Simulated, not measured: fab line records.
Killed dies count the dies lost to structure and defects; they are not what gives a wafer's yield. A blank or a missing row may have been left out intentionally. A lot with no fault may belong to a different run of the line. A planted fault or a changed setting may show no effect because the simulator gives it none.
Struck lot and sound lot, side by side / flow sfq line / 42 out of 325 route steps
Sound: wafers L814.2, L814.3, L814.5. Struck: wafers L822.1, L822.3, L822.5. At the end, the cause is stated.
Order at every step that has rows: each side's tool, ch and its chambers, its first start. Under that, the readings that differ: sound wafers / struck wafers / difference of the means / sigmas: that difference in standard deviations of wafers without a fault.
alike: same words and numbers on both sides, and readings whose means sit less than 2 such deviations apart. not compared: any withheld reading, any reading some wafer has no value for, any bound like >300 that may hide the same value, and any number with overlapping values for which the record gives no deviation.
Wherever a step has rows on one side only, a row that says differs or no value, or a row with sigmas, the two part there. Numbers that have no deviation but don't overlap get no sigmas and don't part them. A reading missing from all wafers of one side parts the sides only when that side holds two or more wafers.

first, 6 steps without rows for these wafers: SFQ_TRILAYER_M4_LITHO_COAT_098 (resist thk 62 nm); SFQ_TRILAYER_M4_LITHO_COAT_093 (resist thk 600 nm); SFQ_TRILAYER_M4_LITHO_SOFTBAKE_097; SFQ_TRILAYER_M4_LITHO_EXPOSE_094 (exposes mask M4, target cd 500 nm); SFQ_TRILAYER_M4_LITHO_PEB_096 (peb time 60 s); SFQ_TRILAYER_M4_LITHO_DEVELOP_095 (time 60 s).
SFQ_M4_OVL_MEAS_926:
  sound on overlay-01 at day 41 23:28; struck on overlay-02 at day 45 18:34
  alike: M4_OVL
then, 1 step without rows for these wafers: SFQ_TRILAYER_M4_BARC_OPEN_METAL_ETCH_123 (etches BARC in O2, target depth 125 nm, time 41.7 s).
SFQ_TRILAYER_M4_ETCH_METAL_ETCH_096: etches Nb in Cl2/Ar, stops on SiO2, target depth 240 nm, time 120 s.
  sound on rie metal-01 ch 0,1, day 41 23:34; struck on rie metal-03 ch 0,1, day 45 18:39
reading=drypump motor current A (A); sound=5.3 5.3 5.6; struck=6.6 6.6 6.2; difference=+1.1; sigmas=+2
  alike: oes product au
  not compared: rf hours counter h
then, 2 steps without rows for these wafers: SFQ_TRILAYER_M4_STRIP_STRIP_097 (strips in O2); SFQ_TRILAYER_M4_STRIP_SOLV_CLEAN_098 (cleans in NMP, time 600 s).
SFQ_TRILAYER_I4_DEP_PECVD_099: deposits SiO2 from SiH4/N2O, time 111.11 s, target thk 500 nm.
  sound on pecvd-01 ch 0,1,2, day 42 00:28; struck on pecvd-01 ch 0,2, day 45 19:33
  alike: heater power w, susceptor temp C, throttle valve pct
SFQ_TRILAYER_I4_CMP_CMP_100: polishes SiO2.
  sound on cmp-02 ch 1,2, day 42 14:16; struck on cmp-02 ch 0,1,2, day 46 02:18
reading=model.SiO2_of_TRILAYER_I4_DEP_PECVD_099.thk nm (nm); sound=200.9 198.9 199.2; struck=180.9 179.2 179.9; difference=-19.7; sigmas=
  alike: motor current A, retaining ring pressure frac, slurry filter dp kPa, time to endpoint s
SFQ_I4_BOW_MEAS_927:
  sound on film metro-01 at day 42 16:47; struck on film metro-04 at day 46 04:48
  alike: I4_BOW
SFQ_TRILAYER_I4_METRO_MEASURE_101:
  sound on film metro-01 at day 42 17:05; struck on film metro-04 at day 46 04:55
reading=thk nm (nm); sound=201.1 199.0 199.2; struck=180.6 179.1 179.7; difference=-20.0; sigmas=-15
then, 6 steps without rows for these wafers: SFQ_TRILAYER_I4_VIA_LITHO_COAT_108 (resist thk 62 nm); SFQ_TRILAYER_I4_VIA_LITHO_COAT_103 (resist thk 650 nm); SFQ_TRILAYER_I4_VIA_LITHO_SOFTBAKE_107; SFQ_TRILAYER_I4_VIA_LITHO_EXPOSE_104 (exposes mask I4, target cd 700 nm); SFQ_TRILAYER_I4_VIA_LITHO_PEB_106 (peb time 60 s); SFQ_TRILAYER_I4_VIA_LITHO_DEVELOP_105 (time 60 s).
-- the record jumps here: 5 days lie between the struck wafers' starts before and after --
SFQ_I4_OVL_MEAS_928:
  sound on overlay-01 at day 48 10:52; struck on overlay-01 at day 50 18:23
  alike: I4_OVL
then, 1 step without rows for these wafers: SFQ_TRILAYER_I4_VIA_BARC_OPEN_VIA_ETCH_146 (etches BARC in O2, target depth 125 nm, time 41.7 s).
SFQ_TRILAYER_I4_VIA_ETCH_VIA_ETCH_106: etches SiO2 in CHF3, stops on Nb, target depth 260 nm.
  sound on rie diel-04 ch 2,3, day 48 10:56; struck on rie diel-02 ch 1,3, day 50 18:28
reading=oes product au (a.u.); sound=0.849 0.852 0.855; struck=0.811 0.819 0.807; difference=-0.040; sigmas=-8
reading=model.etch.depth nm (nm); sound=200.9 198.9 199.2; struck=180.9 179.2 179.9; difference=-19.7; sigmas=
reading=model.I4.feature depth nm (nm); sound=200.9 198.9 199.2; struck=180.9 179.2 179.9; difference=-19.7; sigmas=
  alike: drypump motor current A
SFQ_TRILAYER_I4_VIA_STRIP_STRIP_107: strips in O2.
  sound on rie metal-02 ch 0, day 48 11:03; struck on rie metal-01 ch 0, day 50 18:34
  alike: drypump motor current A, oes product au
  not compared: rf hours counter h
then, 2 steps without rows for these wafers: SFQ_TRILAYER_I4_VIA_STRIP_SOLV_CLEAN_108 (cleans in NMP, time 600 s); SFQ_TRILAYER_JJ_TRILAYER_DEP_PRE_CLEAN_113 (time 22.5 s).
SFQ_TRILAYER_JJ_TRILAYER_DEP_SPUTTER_109: material Nb, target thk 150 nm, time 100 s.
  sound on pvd sputter-04 at day 48 11:51; struck on pvd sputter-04 at day 50 19:23
  alike: base pressure pa, throttle valve pct
then, 3 steps without rows for these wafers: SFQ_TRILAYER_JJ_TRILAYER_DEP_SPUTTER_110 (material Al, target thk 8 nm, time 10 s); SFQ_TRILAYER_JJ_TRILAYER_DEP_AL_OXIDATION_111 (oxidation time 600 s); SFQ_TRILAYER_JJ_TRILAYER_DEP_SPUTTER_112 (material Nb, target thk 170 nm, time 113.3 s).
SFQ_JJ_RS_MEAS_929: the measuring method here is four-point-probe.
  sound on film metro-04 at day 48 13:03; struck on film metro-02 at day 50 20:33
  alike: JJ_NB_RS
then, 6 steps without rows for these wafers: SFQ_TRILAYER_JJ_CE_LITHO_COAT_119 (resist thk 62 nm); SFQ_TRILAYER_JJ_CE_LITHO_COAT_114 (resist thk 600 nm); SFQ_TRILAYER_JJ_CE_LITHO_SOFTBAKE_118; SFQ_TRILAYER_JJ_CE_LITHO_EXPOSE_115 (exposes mask J5, target cd 700 nm); SFQ_TRILAYER_JJ_CE_LITHO_PEB_117 (peb time 60 s); SFQ_TRILAYER_JJ_CE_LITHO_DEVELOP_116 (time 60 s).
-- the record jumps here: 5 days lie between the struck wafers' starts before and after --
SFQ_JJ_OVL_MEAS_931:
  sound on overlay-01 at day 53 06:08; struck on overlay-02 at day 56 00:01
  alike: J5_OVL
SFQ_TRILAYER_JJ_CE_METRO_MEASURE_117:
  sound on cd sem-01 at day 53 06:22; struck on cd sem-02 at day 56 00:04
reading=cd nm (nm); sound=698.0 698.1 697.4; struck=702.1 701.3 701.0; difference=+3.6; sigmas=+3
then, 1 step without rows for these wafers: SFQ_TRILAYER_JJ_CE_BARC_OPEN_RIE_150 (chemistry O2, target BARC, target depth 240 nm, time 80 s).
-- the record jumps here: 6 days lie between the struck wafers' starts before and after --
SFQ_TRILAYER_M5_ETCH_METAL_ETCH_126: etches Nb in Cl2/BCl3, stops on SiO2, time 203.2 s, target depth 265 nm.
  sound on rie metal-04 ch 0,1, day 53 17:22; struck on rie metal-04 ch 0, day 61 12:07
reading=oes product au (a.u.); sound=0.730 0.735 0.741; struck=0.722 0.721 0.721; difference=-0.014; sigmas=-2
reading=model.SiO2_of_TRILAYER_I4_DEP_PECVD_099.thk nm (nm); sound=181.5 179.4 179.2; struck=161.7 160 160.7; difference=-19.2; sigmas=
  alike: drypump motor current A
  not compared: rf hours counter h

== WHERE THEY PART ==
At SFQ_TRILAYER_M4_ETCH_METAL_ETCH_096 first; at SFQ_TRILAYER_M5_ETCH_METAL_ETCH_126 last (within this record only).

WHY: what had been put in by the simulator
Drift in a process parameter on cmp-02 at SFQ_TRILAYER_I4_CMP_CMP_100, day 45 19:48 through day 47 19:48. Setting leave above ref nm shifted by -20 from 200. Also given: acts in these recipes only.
